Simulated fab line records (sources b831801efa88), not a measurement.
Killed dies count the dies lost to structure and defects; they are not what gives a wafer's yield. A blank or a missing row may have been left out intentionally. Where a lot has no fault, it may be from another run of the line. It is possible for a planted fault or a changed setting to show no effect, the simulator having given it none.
The tool behind it: which one? / flow gf180mcu / 72 wafers from 24 lots sampled at 6 of the route's 602 steps

## WHAT THE GAUGES SHOWED, per wafer
GF_V2_BOW_MEAS_05. Usual: for V2_BOW the level is 100 um and the standard deviation is 8.
lot=L074; measured=day 19 13:02; on=film_metro-04; V2_BOW (um)=91 101 89; flag=
lot=L075; measured=day 20 05:59; on=film_metro-02; V2_BOW (um)=77 98 90; flag=
lot=L076; measured=day 20 08:17; on=film_metro-04; V2_BOW (um)=95 95 95; flag=
lot=L077; measured=day 20 13:58; on=film_metro-04; V2_BOW (um)=93 97 103; flag=
lot=L078; measured=day 21 00:39; on=film_metro-03; V2_BOW (um)=103 110 90; flag=
lot=L079; measured=day 21 08:43; on=film_metro-04; V2_BOW (um)=124 117 117; flag=
lot=L080; measured=day 22 01:05; on=film_metro-02; V2_BOW (um)=99 93 101; flag=
lot=L081; measured=day 22 12:56; on=film_metro-03; V2_BOW (um)=109 105 115; flag=
lot=L082; measured=day 22 15:00; on=film_metro-02; V2_BOW (um)=101 104 111; flag=
lot=L084; measured=day 22 23:26; on=film_metro-04; V2_BOW (um)=88 112 112; flag=
lot=L083; measured=day 22 23:52; on=film_metro-02; V2_BOW (um)=91 88 87; flag=
lot=L085; measured=day 23 13:14; on=film_metro-04; V2_BOW (um)=78 91 100; flag=
lot=L086; measured=day 23 18:09; on=film_metro-04; V2_BOW (um)=94 101 102; flag=
lot=L087; measured=day 24 05:35; on=film_metro-04; V2_BOW (um)=102 91 106; flag=
lot=L088; measured=day 24 10:40; on=film_metro-03; V2_BOW (um)=100 105 109; flag=
lot=L089; measured=day 24 16:04; on=film_metro-03; V2_BOW (um)=99 97 98; flag=
lot=L090; measured=day 25 02:31; on=film_metro-03; V2_BOW (um)=100 99 98; flag=
lot=L091; measured=day 25 11:09; on=film_metro-04; V2_BOW (um)=103 99 97; flag=
lot=L092; measured=day 25 19:37; on=film_metro-02; V2_BOW (um)=106 101 111; flag=
lot=L093; measured=day 26 02:59; on=film_metro-03; V2_BOW (um)=103 98 106; flag=
lot=L094; measured=day 26 04:59; on=film_metro-03; V2_BOW (um)=110 124 103; flag=
lot=L095; measured=day 26 12:36; on=film_metro-02; V2_BOW (um)=108 107 96; flag=
lot=L096; measured=day 26 17:52; on=film_metro-03; V2_BOW (um)=95 92 106; flag=
lot=L097; measured=day 27 00:06; on=film_metro-03; V2_BOW (um)=102 97 103; flag=

GF_M3_RS_MEAS_05: a four-point-probe measurement. Usual: for M3_ALCU_RS the level is 0.0689 ohm/sq and the standard deviation is 0.00096.
lot=L074; measured=day 20 15:17; on=film_metro-02; M3_ALCU_RS (ohm/sq)=0.0707 0.0695 0.0717; flag=
lot=L075; measured=day 21 07:36; on=film_metro-01; M3_ALCU_RS (ohm/sq)=0.0688 0.0686 0.0688; flag=
lot=L076; measured=day 21 10:40; on=film_metro-01; M3_ALCU_RS (ohm/sq)=0.0687 0.0697 0.0707; flag=
lot=L077; measured=day 21 15:53; on=film_metro-02; M3_ALCU_RS (ohm/sq)=0.0689 0.0684 0.0685; flag=
lot=L078; measured=day 22 02:43; on=film_metro-01; M3_ALCU_RS (ohm/sq)=0.0700 0.0689 0.0682; flag=
lot=L079; measured=day 22 09:44; on=film_metro-03; M3_ALCU_RS (ohm/sq)=0.0678 0.0694 0.0688; flag=
lot=L080; measured=day 23 02:20; on=film_metro-03; M3_ALCU_RS (ohm/sq)=0.0697 0.0675 0.0674; flag=
lot=L081; measured=day 23 13:28; on=film_metro-01; M3_ALCU_RS (ohm/sq)=0.0695 0.0684 0.0681; flag=
lot=L082; measured=day 23 16:08; on=film_metro-01; M3_ALCU_RS (ohm/sq)=0.0688 0.0685 0.0695; flag=
lot=L084; measured=day 24 00:26; on=film_metro-02; M3_ALCU_RS (ohm/sq)=0.0676 0.0688 0.0709; flag=
lot=L083; measured=day 24 00:58; on=film_metro-01; M3_ALCU_RS (ohm/sq)=0.0679 0.0675 0.0678; flag=
lot=L085; measured=day 24 13:01; on=film_metro-03; M3_ALCU_RS (ohm/sq)=0.0705 0.0682 0.0689; flag=
lot=L086; measured=day 24 17:49; on=film_metro-02; M3_ALCU_RS (ohm/sq)=0.0680 0.0707 0.0687; flag=
lot=L087; measured=day 25 04:28; on=film_metro-02; M3_ALCU_RS (ohm/sq)=0.0682 0.0698 0.0693; flag=
lot=L088; measured=day 25 10:14; on=film_metro-01; M3_ALCU_RS (ohm/sq)=0.0671 0.0669 0.0670; flag=
lot=L089; measured=day 25 15:46; on=film_metro-02; M3_ALCU_RS (ohm/sq)=0.0702 0.0706 0.0689; flag=
lot=L090; measured=day 26 01:45; on=film_metro-03; M3_ALCU_RS (ohm/sq)=0.0693 0.0682 0.0684; flag=
lot=L091; measured=day 26 09:35; on=film_metro-01; M3_ALCU_RS (ohm/sq)=0.0683 0.0692 0.0685; flag=
lot=L092; measured=day 26 18:07; on=film_metro-02; M3_ALCU_RS (ohm/sq)=0.0694 0.0714 0.0694; flag=
lot=L093; measured=day 27 01:20; on=film_metro-03; M3_ALCU_RS (ohm/sq)=0.0686 0.0679 0.0690; flag=
lot=L094; measured=day 27 03:13; on=film_metro-01; M3_ALCU_RS (ohm/sq)=0.0687 0.0686 0.0689; flag=
lot=L095; measured=day 27 10:40; on=film_metro-02; M3_ALCU_RS (ohm/sq)=0.0692 0.0693 0.0706; flag=
lot=L096; measured=day 27 15:43; on=film_metro-02; M3_ALCU_RS (ohm/sq)=0.0693 0.0684 0.0688; flag=
lot=L097; measured=day 27 21:52; on=film_metro-03; M3_ALCU_RS (ohm/sq)=0.0694 0.0686 0.0688; flag=

GF_M3_CD_MEAS_14 targets a cd of 280 nm. Usual: cd_nm at 280.1 nm, with a standard deviation of 1.1.
lot=L074; measured=day 21 15:35; on=cd_sem-01; cd_nm (nm)=280.2 280.6 281.7; flag=
lot=L075; measured=day 22 07:24; on=cd_sem-02; cd_nm (nm)=279.3 279.1 278.3; flag=
lot=L076; measured=day 22 09:38; on=cd_sem-02; cd_nm (nm)=279.5 279.9 279.3; flag=
lot=L077; measured=day 22 15:29; on=cd_sem-01; cd_nm (nm)=279.8 279.6 280.0; flag=
lot=L078; measured=day 23 02:22; on=cd_sem-02; cd_nm (nm)=281.3 282.0 280.4; flag=
lot=L079; measured=day 23 09:18; on=cd_sem-02; cd_nm (nm)=279.4 280.0 280.0; flag=
lot=L080; measured=day 24 01:17; on=cd_sem-02; cd_nm (nm)=278.2 277.4 278.5; flag=
lot=L081; measured=day 24 11:29; on=cd_sem-02; cd_nm (nm)=279.5 280.4 281.3; flag=
lot=L082; measured=day 24 14:04; on=cd_sem-01; cd_nm (nm)=280.8 280.2 281.1; flag=
lot=L084; measured=day 24 22:10; on=cd_sem-01; cd_nm (nm)=280.5 279.8 280.5; flag=
lot=L083; measured=day 24 22:41; on=cd_sem-01; cd_nm (nm)=281.7 281.5 280.4; flag=
lot=L085; measured=day 25 10:56; on=cd_sem-02; cd_nm (nm)=282.1 281.3 281.4; flag=
lot=L086; measured=day 25 15:13; on=cd_sem-02; cd_nm (nm)=279.2 279.2 279.0; flag=
lot=L087; measured=day 26 01:22; on=cd_sem-02; cd_nm (nm)=281.3 280.5 280.3; flag=
lot=L088; measured=day 26 07:10; on=cd_sem-01; cd_nm (nm)=279.3 279.5 279.1; flag=
lot=L089; measured=day 26 12:31; on=cd_sem-01; cd_nm (nm)=280.8 280.5 280.2; flag=
lot=L090; measured=day 26 22:20; on=cd_sem-01; cd_nm (nm)=279.5 280.0 280.1; flag=
lot=L091; measured=day 27 05:44; on=cd_sem-01; cd_nm (nm)=279.5 279.5 280.2; flag=
lot=L092; measured=day 27 14:26; on=cd_sem-02; cd_nm (nm)=278.9 278.7 278.4; flag=
lot=L093; measured=day 27 21:19; on=cd_sem-01; cd_nm (nm)=280.7 279.8 279.8; flag=
lot=L094; measured=day 27 23:37; on=cd_sem-01; cd_nm (nm)=282.0 281.4 280.7; flag=
lot=L095; measured=day 28 05:49; on=cd_sem-02; cd_nm (nm)=280.9 280.2 280.1; flag=
lot=L096; measured=day 28 11:14; on=cd_sem-01; cd_nm (nm)=279.1 279.3 279.8; flag=
lot=L097; measured=day 28 17:24; on=cd_sem-01; cd_nm (nm)=280.6 281.0 281.4; flag=

GF_V3_THK_MEAS_03. Usual: for V3_CVD_02_THK the level is 853 nm and the standard deviation is 12.
lot=L074; measured=day 21 16:38; on=film_metro-02; V3_CVD_02_THK (nm)=825 817 841; flag=
lot=L075; measured=day 22 08:23; on=film_metro-02; V3_CVD_02_THK (nm)=856 880 866; flag=
lot=L076; measured=day 22 10:38; on=film_metro-04; V3_CVD_02_THK (nm)=833 862 866; flag=
lot=L077; measured=day 22 16:29; on=film_metro-04; V3_CVD_02_THK (nm)=849 835 841; flag=
lot=L078; measured=day 23 03:22; on=film_metro-04; V3_CVD_02_THK (nm)=846 850 844; flag=
lot=L079; measured=day 23 10:17; on=film_metro-01; V3_CVD_02_THK (nm)=855 885 865; flag=
lot=L080; measured=day 24 02:24; on=film_metro-04; V3_CVD_02_THK (nm)=862 849 863; flag=
lot=L081; measured=day 24 12:34; on=film_metro-04; V3_CVD_02_THK (nm)=862 844 865; flag=
lot=L082; measured=day 24 15:25; on=film_metro-04; V3_CVD_02_THK (nm)=845 837 841; flag=
lot=L084; measured=day 24 23:10; on=film_metro-02; V3_CVD_02_THK (nm)=839 823 849; flag=
lot=L083; measured=day 24 23:41; on=film_metro-02; V3_CVD_02_THK (nm)=841 834 851; flag=
lot=L085; measured=day 25 11:56; on=film_metro-02; V3_CVD_02_THK (nm)=847 874 842; flag=
lot=L086; measured=day 25 16:13; on=film_metro-04; V3_CVD_02_THK (nm)=855 857 842; flag=
lot=L087; measured=day 26 02:20; on=film_metro-02; V3_CVD_02_THK (nm)=845 865 879; flag=
lot=L088; measured=day 26 08:10; on=film_metro-01; V3_CVD_02_THK (nm)=838 852 844; flag=
lot=L089; measured=day 26 13:31; on=film_metro-02; V3_CVD_02_THK (nm)=843 854 847; flag=
lot=L090; measured=day 26 23:20; on=film_metro-04; V3_CVD_02_THK (nm)=853 834 869; flag=
lot=L091; measured=day 27 06:46; on=film_metro-04; V3_CVD_02_THK (nm)=849 859 865; flag=
lot=L092; measured=day 27 15:26; on=film_metro-02; V3_CVD_02_THK (nm)=840 837 857; flag=
lot=L093; measured=day 27 22:19; on=film_metro-01; V3_CVD_02_THK (nm)=852 847 875; flag=
lot=L094; measured=day 28 00:37; on=film_metro-01; V3_CVD_02_THK (nm)=847 863 865; flag=
lot=L095; measured=day 28 06:48; on=film_metro-01; V3_CVD_02_THK (nm)=856 862 865; flag=
lot=L096; measured=day 28 12:13; on=film_metro-04; V3_CVD_02_THK (nm)=855 854 856; flag=
lot=L097; measured=day 28 18:29; on=film_metro-01; V3_CVD_02_THK (nm)=820 859 838; flag=

## WHICH TOOL RAN EACH LOT (tool, then ch and the chambers of the sampled wafers, then the start)
lot=L074; GF_M2_SPUTTER_00=pvd_sputter-03, day 18 10:45; GF_V2_SPUTTER_21=pvd_sputter-01, day 20 14:21
lot=L075; GF_M2_SPUTTER_00=pvd_sputter-03, day 19 04:07; GF_V2_SPUTTER_21=pvd_sputter-04, day 21 06:40
lot=L076; GF_M2_SPUTTER_00=pvd_sputter-01, day 19 06:15; GF_V2_SPUTTER_21=pvd_sputter-01, day 21 09:46
lot=L077; GF_M2_SPUTTER_00=pvd_sputter-03, day 19 12:02; GF_V2_SPUTTER_21=pvd_sputter-01, day 21 14:58
lot=L078; GF_M2_SPUTTER_00=pvd_sputter-01, day 19 22:29; GF_V2_SPUTTER_21=pvd_sputter-04, day 22 01:47
lot=L079; GF_M2_SPUTTER_00=pvd_sputter-02, day 20 07:29; GF_V2_SPUTTER_21=pvd_sputter-02, day 22 08:47
lot=L080; GF_M2_SPUTTER_00=pvd_sputter-01, day 20 23:31; GF_V2_SPUTTER_21=pvd_sputter-04, day 23 01:26
lot=L081; GF_M2_SPUTTER_00=pvd_sputter-02, day 21 11:25; GF_V2_SPUTTER_21=pvd_sputter-04, day 23 12:33
lot=L082; GF_M2_SPUTTER_00=pvd_sputter-02, day 21 13:58; GF_V2_SPUTTER_21=pvd_sputter-02, day 23 15:13
lot=L084; GF_M2_SPUTTER_00=pvd_sputter-02, day 21 22:20; GF_V2_SPUTTER_21=pvd_sputter-02, day 23 23:31
lot=L083; GF_M2_SPUTTER_00=pvd_sputter-03, day 21 22:20; GF_V2_SPUTTER_21=pvd_sputter-01, day 24 00:03
lot=L085; GF_M2_SPUTTER_00=pvd_sputter-01, day 22 12:42; GF_V2_SPUTTER_21=pvd_sputter-04, day 24 12:02
lot=L086; GF_M2_SPUTTER_00=pvd_sputter-02, day 22 16:46; GF_V2_SPUTTER_21=pvd_sputter-01, day 24 16:55
lot=L087; GF_M2_SPUTTER_00=pvd_sputter-01, day 23 04:59; GF_V2_SPUTTER_21=pvd_sputter-02, day 25 03:32
lot=L088; GF_M2_SPUTTER_00=pvd_sputter-01, day 23 10:21; GF_V2_SPUTTER_21=pvd_sputter-01, day 25 09:19
lot=L089; GF_M2_SPUTTER_00=pvd_sputter-02, day 23 16:16; GF_V2_SPUTTER_21=pvd_sputter-01, day 25 14:50
lot=L090; GF_M2_SPUTTER_00=pvd_sputter-02, day 24 03:13; GF_V2_SPUTTER_21=pvd_sputter-02, day 26 00:47
lot=L091; GF_M2_SPUTTER_00=pvd_sputter-03, day 24 12:00; GF_V2_SPUTTER_21=pvd_sputter-01, day 26 08:38
lot=L092; GF_M2_SPUTTER_00=pvd_sputter-02, day 24 20:07; GF_V2_SPUTTER_21=pvd_sputter-01, day 26 17:11
lot=L093; GF_M2_SPUTTER_00=pvd_sputter-02, day 25 01:08; GF_V2_SPUTTER_21=pvd_sputter-02, day 27 00:25
lot=L094; GF_M2_SPUTTER_00=pvd_sputter-03, day 25 06:10; GF_V2_SPUTTER_21=pvd_sputter-04, day 27 02:17
lot=L095; GF_M2_SPUTTER_00=pvd_sputter-02, day 25 14:35; GF_V2_SPUTTER_21=pvd_sputter-01, day 27 09:33
lot=L096; GF_M2_SPUTTER_00=pvd_sputter-01, day 25 19:52; GF_V2_SPUTTER_21=pvd_sputter-04, day 27 14:47
lot=L097; GF_M2_SPUTTER_00=pvd_sputter-01, day 26 02:27; GF_V2_SPUTTER_21=pvd_sputter-02, day 27 20:54
- GF_M2_SPUTTER_00: material Ti, target thk 37.5 nm, time 150 s.
- GF_V2_SPUTTER_21: material Ti, target thk 15 nm, time 80.02 s.

## AS READ BY THE TOOLS THEMSELVES (means over the sampled wafers that have a number; for cases with no such wafer, the mark the record gives instead)
GF_M2_SPUTTER_00. Usual: throttle_valve_pct at 30.3 %, with a standard deviation of 1.2.
lot=L074; tool=pvd_sputter-03; throttle_valve_pct (%)=29.2; flag=
lot=L075; tool=pvd_sputter-03; throttle_valve_pct (%)=29.5; flag=
lot=L076; tool=pvd_sputter-01; throttle_valve_pct (%)=30.3; flag=
lot=L077; tool=pvd_sputter-03; throttle_valve_pct (%)=29.4; flag=
lot=L078; tool=pvd_sputter-01; throttle_valve_pct (%)=29.0; flag=
lot=L079; tool=pvd_sputter-02; throttle_valve_pct (%)=31.2; flag=
lot=L080; tool=pvd_sputter-01; throttle_valve_pct (%)=29.5; flag=
lot=L081; tool=pvd_sputter-02; throttle_valve_pct (%)=30.7; flag=
lot=L082; tool=pvd_sputter-02; throttle_valve_pct (%)=30.7; flag=
lot=L084; tool=pvd_sputter-02; throttle_valve_pct (%)=31.0; flag=
lot=L083; tool=pvd_sputter-03; throttle_valve_pct (%)=29.7; flag=
lot=L085; tool=pvd_sputter-01; throttle_valve_pct (%)=29.2; flag=
lot=L086; tool=pvd_sputter-02; throttle_valve_pct (%)=31.5; flag=
lot=L087; tool=pvd_sputter-01; throttle_valve_pct (%)=30.0; flag=
lot=L088; tool=pvd_sputter-01; throttle_valve_pct (%)=28.9; flag=
lot=L089; tool=pvd_sputter-02; throttle_valve_pct (%)=31.1; flag=
lot=L090; tool=pvd_sputter-02; throttle_valve_pct (%)=31.1; flag=
lot=L091; tool=pvd_sputter-03; throttle_valve_pct (%)=28.2; flag=
lot=L092; tool=pvd_sputter-02; throttle_valve_pct (%)=31.0; flag=
lot=L093; tool=pvd_sputter-02; throttle_valve_pct (%)=30.4; flag=
lot=L094; tool=pvd_sputter-03; throttle_valve_pct (%)=29.2; flag=
lot=L095; tool=pvd_sputter-02; throttle_valve_pct (%)=31.7; flag=
lot=L096; tool=pvd_sputter-01; throttle_valve_pct (%)=30.2; flag=
lot=L097; tool=pvd_sputter-01; throttle_valve_pct (%)=29.5; flag=

GF_V2_SPUTTER_21. Usual: throttle_valve_pct at 30.2 %, with a standard deviation of 1.1.
lot=L074; tool=pvd_sputter-01; throttle_valve_pct (%)=28.9; flag=
lot=L075; tool=pvd_sputter-04; throttle_valve_pct (%)=30.2; flag=
lot=L076; tool=pvd_sputter-01; throttle_valve_pct (%)=29.7; flag=
lot=L077; tool=pvd_sputter-01; throttle_valve_pct (%)=28.9; flag=
lot=L078; tool=pvd_sputter-04; throttle_valve_pct (%)=30.2; flag=
lot=L079; tool=pvd_sputter-02; throttle_valve_pct (%)=31.2; flag=
lot=L080; tool=pvd_sputter-04; throttle_valve_pct (%)=29.8; flag=
lot=L081; tool=pvd_sputter-04; throttle_valve_pct (%)=30.5; flag=
lot=L082; tool=pvd_sputter-02; throttle_valve_pct (%)=31.0; flag=
lot=L084; tool=pvd_sputter-02; throttle_valve_pct (%)=31.2; flag=
lot=L083; tool=pvd_sputter-01; throttle_valve_pct (%)=28.9; flag=
lot=L085; tool=pvd_sputter-04; throttle_valve_pct (%)=30.3; flag=
lot=L086; tool=pvd_sputter-01; throttle_valve_pct (%)=28.5; flag=
lot=L087; tool=pvd_sputter-02; throttle_valve_pct (%)=31.0; flag=
lot=L088; tool=pvd_sputter-01; throttle_valve_pct (%)=29.4; flag=
lot=L089; tool=pvd_sputter-01; throttle_valve_pct (%)=29.8; flag=
lot=L090; tool=pvd_sputter-02; throttle_valve_pct (%)=31.1; flag=
lot=L091; tool=pvd_sputter-01; throttle_valve_pct (%)=30.0; flag=
lot=L092; tool=pvd_sputter-01; throttle_valve_pct (%)=30.2; flag=
lot=L093; tool=pvd_sputter-02; throttle_valve_pct (%)=31.2; flag=
lot=L094; tool=pvd_sputter-04; throttle_valve_pct (%)=30.1; flag=
lot=L095; tool=pvd_sputter-01; throttle_valve_pct (%)=30.3; flag=
lot=L096; tool=pvd_sputter-04; throttle_valve_pct (%)=30.1; flag=
lot=L097; tool=pvd_sputter-02; throttle_valve_pct (%)=31.4; flag=

## THE ANSWER, worked out from the rows above alone
Rule: a lot is off if the mean of its wafers that have a number lies more than 3 standard deviations from the usual mean. A lot without any number at a reading at which 4 lots or more have one is off too. All remaining lots with rows at the step are treated as sound. Order of review: gauges by route order, followed by the tools' own readings, for which a lot's mean as printed above is used. The first step at which some lot is off is used, and at that step the reading that is off furthest; a lot without a number counts as furthest.
None of the lots is off at any reading shown; this tells nothing.

## WHAT WAS PUT IN BY THE SIMULATOR
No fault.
